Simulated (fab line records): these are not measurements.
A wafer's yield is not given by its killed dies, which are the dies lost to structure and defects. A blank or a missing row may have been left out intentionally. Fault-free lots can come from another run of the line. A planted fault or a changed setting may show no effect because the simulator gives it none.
fab line records	flow sfqLine	part 2 of 2: steps 29 to 38 of 38
[record] lots = 5	wafers = 15	lastDay = 84
route steps=325 shown L0@11 L0V@16 M0@28 I0@43
lots with no fault: from the same line, run without faults
startH: hours from the record's first day to the start of the lot's first wafer shown	waitH: hours since the lot's step before	" repeats the value in the row above	L1.1+2: a row that stands for several wafers	- no value, or no start was given	* or withheld: withheld	< > ~ a bound
route shown NAME@n: a module of which the file shows steps, and the number in the route of the first	usual: the fault-free wafers' mean and standard deviation	same: alike in all rows	chamber/n: place in a boat	sites: the reading at each site	_std_site: standard deviation across them	_edge_site: the outer-site mean with the inner-site mean subtracted	radiusMm: how far each site lies from the wafer's centre	mask NAME#n: copy n	behind: the last tool/chamber to shape the wafer	hold: why the lot went on hold/how many hours it stayed there/how the hold came to an end	device: transistor that didn't switch, given as n, p or np	end of line: the tests these same wafers got at the end of their route	for a step that has no rows: nothing shown but its recipe	killed: at the first sort, the dies lost to defects and structure; wafer yield is something else	map: the dies of a wafer, with x for killed, . for not killed, _ for no die there
set.NAME: setting as actually run; set.NAME@STEP: the setting as run at that earlier step	model.NAME: the simulator's own value behind a step, which no gauge read
lots at some steps of the route; a table a step, a row a wafer
services: when a tool's chamber went out of use (startH, in hours from the record's first day, below 0 if earlier), for how many hours, and the reason
[[steps]]
[step SFQ_TRILAYER_M0_ETCH_METAL_ETCH_024]
[recipe] target = Nb	stopOn = SiO2	maskMaterial = PR	chemistry = Cl2/Ar	targetDepthNm = 240	icpW = 600	biasW = 80	pressureMtorr = 10	timeS = 120
[usual] biasW = 79.99/0.22	drypumpMotorCurrentA = 6.0/0.42	oesProductAu = 0.911/0.0074
lot.wafer	tool	chamber	startH	waitH	biasW	drypumpMotorCurrentA	oesProductAu	rfHoursCounterH
L082.2	rieMetal-01	1	314.24	0.0	79.91	6.2	0.918	73
L082.5	"	0	"	"	79.77	5.9	0.916	-
L082.6	"	1	"	"	80.06	6.2	0.901	-
L084.1	rieMetal-02	0	328.77	0.0	80.17	6.7	0.908	0
L084.2	"	1	"	"	79.86	5.4	0.910	171
L084.6	"	0	"	"	80.01	6.7	0.897	-
L086.2	rieMetal-01	1	348.13	0.1	79.87	6.2	0.916	-
L086.3	"	1	"	"	79.68	6.1	0.914	-
L086.5	"	1	"	"	80.13	6.2	0.913	-
L091.1	rieMetal-04	1	399.88	0.0	80.10	5.5	0.918	124
L091.3	"	0	"	"	80.34	5.8	0.918	-
L091.6	"	1	"	"	80.19	5.5	0.919	-
L092.1	rieMetal-02	0	404.68	0.0	80.09	6.7	0.908	13
L092.2	"	1	"	"	80.18	5.4	0.916	3
L092.3	"	1	"	"	80.45	5.4	0.913	-
[step SFQ_TRILAYER_M0_STRIP_STRIP_025]
[recipe] gas = O2	powerW = 200	platenTempC = 40	overashFraction = 0.65	chemistry = O2	pressureMtorr = 50
[usual] drypumpMotorCurrentA = 6.0/0.41	oesProductAu = 0.994/0.008
lot.wafer	tool	chamber	startH	waitH	drypumpMotorCurrentA	oesProductAu	rfHoursCounterH
L082.2	rieMetal-01	1	314.37	0.1	6.2	0.993	73
L082.5	"	0	"	"	5.9	0.995	-
L082.6	"	1	"	"	6.2	0.986	-
L084.1	rieMetal-02	0	328.89	0.1	6.7	0.986	0
L084.2	"	1	"	"	5.5	0.996	171
L084.6	"	0	"	"	6.7	0.988	-
L086.2	rieMetal-01	1	348.54	0.4	6.2	1.001	-
L086.3	"	1	"	"	6.2	1.000	-
L086.5	"	1	"	"	6.2	1.004	-
L091.1	rieMetal-04	1	400.01	0.1	5.5	0.993	124
L091.3	"	0	"	"	5.8	0.985	-
L091.6	"	1	"	"	5.5	0.995	-
L092.1	rieMetal-02	0	404.81	0.1	6.7	0.977	13
L092.2	"	1	"	"	5.4	1.000	4
L092.3	"	1	"	"	5.4	0.994	-
[step SFQ_TRILAYER_M0_STRIP_SOLV_CLEAN_026]
[recipe] chemistry = NMP	tempC = 70	timeS = 600
[usual] bathHeatDutyPct = 13.8/1.5
lot.wafer	tool	chamber	startH	waitH	bathHeatDutyPct
L082.2	wetBench-03	4	314.97	0.4	14.0
L082.5	"	2	"	"	12.4
L082.6	"	5	"	"	15.4
L084.1	wetBench-01	0	329.49	0.4	13.2
L084.2	"	6	"	"	13.8
L084.6	"	5	"	"	13.0
L086.2	wetBench-02	7	349.54	0.8	12.2
L086.3	"	5	"	"	14.2
L086.5	"	6	"	"	16.2
L091.1	wetBench-02	3	400.61	0.4	14.4
L091.3	"	5	"	"	15.3
L091.6	"	4	"	"	13.9
L092.1	wetBench-02	3	405.41	0.4	14.8
L092.2	"	2	"	"	14.4
L092.3	"	7	"	"	12.9
[step SFQ_TRILAYER_I0_DEP_PECVD_027]
[recipe] material = SiO2	tempC = 150	timeS = 111.11	pressureTorr = 2.4	rfW = 183.3	precursor = SiH4/N2O	targetThkNm = 500
[usual] chamberPressureTorr = 2.400/0.0055	heaterPowerW = 84/16	throttleValvePct = 24.1/0.92
lot.wafer	tool	chamber	startH	waitH	chamberPressureTorr	heaterPowerW	throttleValvePct
L082.2	pecvd-04	0	315.14	0.0	2.413	87	23.7
L082.5	"	0	"	"	2.416	89	23.8
L082.6	"	1	"	"	2.407	58	25.2
L084.1	pecvd-04	2	329.67	0.0	2.396	117	24.1
L084.2	"	0	"	"	2.385	84	24.0
L084.6	"	1	"	"	2.401	69	24.8
L086.2	pecvd-04	2	349.72	0.0	2.398	107	24.3
L086.3	"	0	"	"	2.400	85	23.7
L086.5	"	2	"	"	2.396	111	24.2
L091.1	pecvd-03	0	400.78	0.0	2.402	82	24.0
L091.3	"	2	"	"	2.401	106	23.9
L091.6	"	1	"	"	2.400	80	23.5
L092.1	pecvd-04	0	405.58	0.0	2.386	75	23.8
L092.2	"	2	"	"	2.397	111	24.5
L092.3	"	1	"	"	2.399	74	25.6
[step SFQ_TRILAYER_I0_CMP_CMP_028]
[recipe] material = SiO2	downForcePsi = 3	platenRpm = 60	padVelocityMS = 0.94248
[usual] edgeZonePressureFrac = 1.000/0.0044	motorCurrentA = 10.0/0.79	platenRpm = 60.00/0.041	timeToEndpointS = 212/7.9
lot.wafer	tool	chamber	startH	waitH	edgeZonePressureFrac	motorCurrentA	platenRpm	timeToEndpointS
L082.2	cmp-02	2	316.32	1.1	1.004	8.7	59.94	203
L082.6	"	1	317.82	2.6	1.004	9.3	60.02	223
L082.5	"	2	"	"	1.003	9.0	59.92	218
L084.2	cmp-02	3	334.13	4.4	0.992	10.6	59.99	207
L084.1	"	0	"	"	0.997	10.4	59.94	223
L084.6	"	3	336.29	6.5	1.001	10.3	59.98	214
L086.3	cmp-02	3	359.19	9.4	1.011	10.9	59.94	199
L086.2	"	2	360.69	10.9	1.001	8.8	60.07	217
L086.5	"	3	"	"	1.010	10.5	60.00	218
L091.1	cmp-02	2	400.86	0.0	1.002	9.0	60.02	214
L091.3	"	3	"	"	0.993	10.5	60.00	214
L091.6	"	3	403.36	2.5	0.996	10.5	60.03	210
L092.2	cmp-01	1	405.66	0.0	0.995	10.8	60.01	214
L092.3	"	2	"	"	0.995	10.2	60.09	201
L092.1	"	0	407.16	1.5	1.003	10.6	60.03	211
[step SFQ_I0_BOW_MEAS_907]
[recipe] mode = bow
[usual] I0_BOW = 1/7
lot.wafer	tool	chamber	startH	waitH	I0_BOW[um]
L082.2	filmMetro-04	-	318.84	2.0	-3
L082.5	"	-	"	"	-2
L082.6	"	-	"	"	4
L084.1	filmMetro-01	-	337.36	2.2	3
L084.2	"	-	"	"	-10
L084.6	"	-	"	"	-8
L086.2	filmMetro-03	-	362.21	1.0	-4
L086.3	"	-	"	"	-5
L086.5	"	-	"	"	-3
L091.1	filmMetro-04	-	403.86	2.5	-16
L091.3	"	-	"	"	-5
L091.6	"	-	"	"	-6
L092.1	filmMetro-01	-	408.66	1.0	10
L092.2	"	-	"	"	-1
L092.3	"	-	"	"	4
[step SFQ_TRILAYER_I0_METRO_MEASURE_029]
[usual] thkNm = 202.1/1.1
lot.wafer	tool	chamber	startH	waitH	thkNm
L082.2	filmMetro-04	-	319.14	0.3	203.4
L082.5	"	-	"	"	203.1
L082.6	"	-	"	"	203.4
L084.1	filmMetro-01	-	337.48	0.1	201.5
L084.2	"	-	"	"	200.2
L084.6	"	-	"	"	201.4
L086.2	filmMetro-03	-	362.51	0.3	200.5
L086.3	"	-	"	"	201.4
L086.5	"	-	"	"	201.9
L091.1	filmMetro-04	-	403.98	0.1	203.7
L091.3	"	-	"	"	202.2
L091.6	"	-	"	"	203.0
L092.1	filmMetro-01	-	408.78	0.1	202.6
L092.2	"	-	"	"	202.4
L092.3	"	-	"	"	201.0
[step SFQ_TRILAYER_I0_VIA_LITHO_COAT_036]
[recipe] resist = BARC	spinRpm = 3000	resistThkNm = 62
lot.wafer	tool	chamber	startH	waitH
L082.2+5+6	lithoTrack-01	0	320.19	0.8
L084.1+2+6	lithoTrack-02	0	338.68	1.0
L086.2+3+5	lithoTrack-03	0	363.56	0.8
L091.1+3+6	lithoTrack-01	0	405.18	1.0
L092.1+2+3	lithoTrack-02	0	409.98	1.0
[step SFQ_TRILAYER_I0_VIA_LITHO_COAT_031]
[recipe] resist = KrF	spinRpm = 3000	resistThkNm = 650
lot.wafer	tool	chamber	startH	waitH
L082.2+5+6	lithoTrack-01	0	320.49	0.2
L084.1+2+6	lithoTrack-02	0	338.98	0.2
L086.2+3+5	lithoTrack-03	0	363.86	0.2
L091.1+3+6	lithoTrack-01	0	405.48	0.2
L092.1+2+3	lithoTrack-02	0	410.28	0.2
[step SFQ_TRILAYER_I0_VIA_LITHO_SOFTBAKE_035]
[recipe] tempC = withheld	timeS = withheld	resist = KrF
lot.wafer	tool	chamber	startH	waitH
L082.2+5+6	lithoTrack-01	0	320.77	0.2
L084.1+2+6	lithoTrack-02	0	339.28	0.2
L086.2+3+5	lithoTrack-03	0	364.13	0.2
L091.1+3+6	lithoTrack-01	0	405.78	0.2
L092.1+2+3	lithoTrack-02	0	410.58	0.2
[[services]]
tool	chamber	startH	hours	kind
rieMetal-01	-	114.47	1.4	pm
rieMetal-02	-	119.94	0.5	repair
rieMetal-02	-	121.34	2.1	repair
rieMetal-04	-	140.98	0.4	repair
krfScanner-02	-	149.37	0.4	repair
rieMetal-02	-	154.85	1.2	repair
krfScanner-02	-	158.32	1.0	pm
krfScanner-02	-	172.52	1.3	pm
rieDiel-01	0	192.36	4.5	repair
pvdSputter-04	-	192.60	4.1	repair
krfScanner-02	-	209.20	0.6	repair
rieDiel-01	2	211.70	8.6	repair
krfScanner-02	-	221.82	0.8	pm
rieMetal-04	-	233.25	14.6	pm
rieMetal-04	-	251.83	2.8	pm
rieMetal-04	1	311.74	8.6	repair
krfScanner-02	-	315.05	3.6	pm
krfScanner-02	-	327.00	1.0	pm
krfScanner-02	-	348.84	1.3	pm
rieMetal-03	0	351.57	8.4	repair
krfScanner-02	-	365.63	0.3	repair
krfScanner-02	-	380.05	1.3	repair
krfScanner-02	-	389.49	0.8	pm
rieMetal-04	-	404.26	1.4	pm
